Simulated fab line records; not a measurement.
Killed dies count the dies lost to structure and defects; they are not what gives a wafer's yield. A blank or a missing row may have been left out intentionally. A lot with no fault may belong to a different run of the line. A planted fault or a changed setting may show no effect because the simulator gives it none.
Lot-split experiment || flow sky130 || route with 708 steps; 5 lots, 18 wafers read

== ABOUT THE SPLIT ==
At SKY_METAL5_METAL_ETCH_15 (etches the open film in Cl2/BCl3, stops on SiO2, target depth 1260 nm, time 252 s), the setting bias_w was moved away from the recipe's 48.5 W on 4 of the 18 wafers read, by -9.7% to -5.5%. For the rest of the wafers, this setting stayed at what the recipe calls for.

Reading taken at the split's own step.

== THE READING ==
NOVOLAK_of_METAL5_COAT_09.thk_nm (the simulator's own value, which no gauge read), in nm, at SKY_METAL5_METAL_ETCH_15 (etches the open film in Cl2/BCl3, stops on SiO2, target depth 1260 nm, time 252 s). The file does not state a usual value for it. Average 1036 nm, standard deviation 6.3 nm, over the 14 wafers here run with the recipe.

{"wafer": "L074.4", "tool, chamber at the split": "rie_metal-04, 1", "bias_w as run, W": 48.5, "against the recipe": "recipe", "NOVOLAK_of_METAL5_COAT_09.thk_nm, nm": 1033, "against lot-mates on the recipe": "-"}
{"wafer": "L074.5", "tool, chamber at the split": "rie_metal-04, 0", "bias_w as run, W": 45.82, "against the recipe": "-5.5%", "NOVOLAK_of_METAL5_COAT_09.thk_nm, nm": 1040, "against lot-mates on the recipe": "+7"}
{"wafer": "L078.1", "tool, chamber at the split": "rie_metal-03, 1", "bias_w as run, W": 48.5, "against the recipe": "recipe", "NOVOLAK_of_METAL5_COAT_09.thk_nm, nm": 1041, "against lot-mates on the recipe": "-"}
{"wafer": "L078.3", "tool, chamber at the split": "rie_metal-03, 1", "bias_w as run, W": 48.5, "against the recipe": "recipe", "NOVOLAK_of_METAL5_COAT_09.thk_nm, nm": 1036, "against lot-mates on the recipe": "-"}
{"wafer": "L078.4", "tool, chamber at the split": "rie_metal-03, 0", "bias_w as run, W": 48.5, "against the recipe": "recipe", "NOVOLAK_of_METAL5_COAT_09.thk_nm, nm": 1040, "against lot-mates on the recipe": "-"}
{"wafer": "L080.1", "tool, chamber at the split": "rie_metal-02, 1", "bias_w as run, W": 48.5, "against the recipe": "recipe", "NOVOLAK_of_METAL5_COAT_09.thk_nm, nm": 1031, "against lot-mates on the recipe": "-"}
{"wafer": "L080.6", "tool, chamber at the split": "rie_metal-02, 1", "bias_w as run, W": 48.5, "against the recipe": "recipe", "NOVOLAK_of_METAL5_COAT_09.thk_nm, nm": 1031, "against lot-mates on the recipe": "-"}
{"wafer": "L080.3", "tool, chamber at the split": "rie_metal-02, 0", "bias_w as run, W": 48.5, "against the recipe": "recipe", "NOVOLAK_of_METAL5_COAT_09.thk_nm, nm": 1037, "against lot-mates on the recipe": "-"}
{"wafer": "L080.4", "tool, chamber at the split": "rie_metal-02, 1,0", "bias_w as run, W": 48.5, "against the recipe": "recipe", "NOVOLAK_of_METAL5_COAT_09.thk_nm, nm": 1030, "against lot-mates on the recipe": "-"}
{"wafer": "L080.5", "tool, chamber at the split": "rie_metal-02, 1,0", "bias_w as run, W": 48.5, "against the recipe": "recipe", "NOVOLAK_of_METAL5_COAT_09.thk_nm, nm": 1030, "against lot-mates on the recipe": "-"}
{"wafer": "L083.1", "tool, chamber at the split": "rie_metal-03, 0", "bias_w as run, W": 48.5, "against the recipe": "recipe", "NOVOLAK_of_METAL5_COAT_09.thk_nm, nm": 1043, "against lot-mates on the recipe": "-"}
{"wafer": "L083.2", "tool, chamber at the split": "rie_metal-03, 1", "bias_w as run, W": 48.5, "against the recipe": "recipe", "NOVOLAK_of_METAL5_COAT_09.thk_nm, nm": 1052, "against lot-mates on the recipe": "-"}
{"wafer": "L083.4", "tool, chamber at the split": "rie_metal-03, 0", "bias_w as run, W": 43.79, "against the recipe": "-9.7%", "NOVOLAK_of_METAL5_COAT_09.thk_nm, nm": 1075, "against lot-mates on the recipe": "+28"}
{"wafer": "L082.1", "tool, chamber at the split": "rie_metal-04, 0", "bias_w as run, W": 45.81, "against the recipe": "-5.5%", "NOVOLAK_of_METAL5_COAT_09.thk_nm, nm": 1055, "against lot-mates on the recipe": "+22"}
{"wafer": "L082.2", "tool, chamber at the split": "rie_metal-04, 1", "bias_w as run, W": 48.5, "against the recipe": "recipe", "NOVOLAK_of_METAL5_COAT_09.thk_nm, nm": 1039, "against lot-mates on the recipe": "-"}
{"wafer": "L082.3", "tool, chamber at the split": "rie_metal-04, 1", "bias_w as run, W": 48.5, "against the recipe": "recipe", "NOVOLAK_of_METAL5_COAT_09.thk_nm, nm": 1030, "against lot-mates on the recipe": "-"}
{"wafer": "L082.4", "tool, chamber at the split": "rie_metal-04, 0", "bias_w as run, W": 48.5, "against the recipe": "recipe", "NOVOLAK_of_METAL5_COAT_09.thk_nm, nm": 1031, "against lot-mates on the recipe": "-"}
{"wafer": "L082.6", "tool, chamber at the split": "rie_metal-04, 0", "bias_w as run, W": 45.81, "against the recipe": "-5.5%", "NOVOLAK_of_METAL5_COAT_09.thk_nm, nm": 1042, "against lot-mates on the recipe": "+9"}
If several chambers appear in one row, that row covers several wafers at once and the file leaves open which wafer was in which chamber.

THE FIT
A straight line over all 18 wafers: NOVOLAK_of_METAL5_COAT_09.thk_nm changes by -2.98 nm for each +1% of bias_w; r = -0.77; the points scatter about the line by 7.6 nm.
The same after taking each lot's own level away (the mean of its wafers on the recipe; 18 wafers): -2.56 nm for each +1%; r = -0.88; scatter 4.2 nm.
According to that fit, moving bias_w by its largest amount changes the reading by 25 nm.
The lots' own levels span 1031.8 to 1047.5 nm, that is 2.5 times the standard deviation above.
So the lot-to-lot level blurs the effect unless lot-mates are compared.
Check: with one of the wafers moved furthest among these (-9.7%) left out of the fit, the line predicts +21.8 nm for it against its lot-mates. Against them it came out at +27.5 nm.

== THE OTHER SPLITS THESE WAFERS WENT THROUGH ==
Other splits were also applied to these wafers ahead of the reading. Each is held against what the fit with the lots' levels taken away leaves over:
{"other split on the same wafers": "SKY_CAP2M_METAL_ETCH_13 bias_w", "wafers away from the commonest value": 7, "r with NOVOLAK_of_METAL5_COAT_09.thk_nm (lot level and that fit taken away)": -0.22}
{"other split on the same wafers": "SKY_VIA4_HDPCVD_00 time_s", "wafers away from the commonest value": 8, "r with NOVOLAK_of_METAL5_COAT_09.thk_nm (lot level and that fit taken away)": "+0.11"}
{"other split on the same wafers": "SKY_METAL5_SPUTTER_03 power_w", "wafers away from the commonest value": 5, "r with NOVOLAK_of_METAL5_COAT_09.thk_nm (lot level and that fit taken away)": "+0.07"}

== THE WHOLE CHAIN: every reading that the file lists as answering this split, in the file's order ==
{"step": "SKY_METAL5_METAL_ETCH_15", "what it does": "etches the open film in Cl2/BCl3, stops on SiO2, target depth 1260 nm, time 252 s", "reading": "NOVOLAK_of_METAL5_COAT_09.thk_nm (the simulator's own value, which no gauge read)", "change (the file's fit)": "-2.58 nm for each +1% of the setting", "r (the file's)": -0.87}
{"step": "SKY_METAL5_STRIP_16", "what it does": "strips in O2/N2", "reading": "strip_time_to_endpoint_s", "change (the file's fit)": "withheld for each +1% of the setting", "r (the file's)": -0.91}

== THE FILE'S OWN FIT ==
NOVOLAK_of_METAL5_COAT_09.thk_nm changes by -2.58 nm for each +1% of bias_w, r = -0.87.
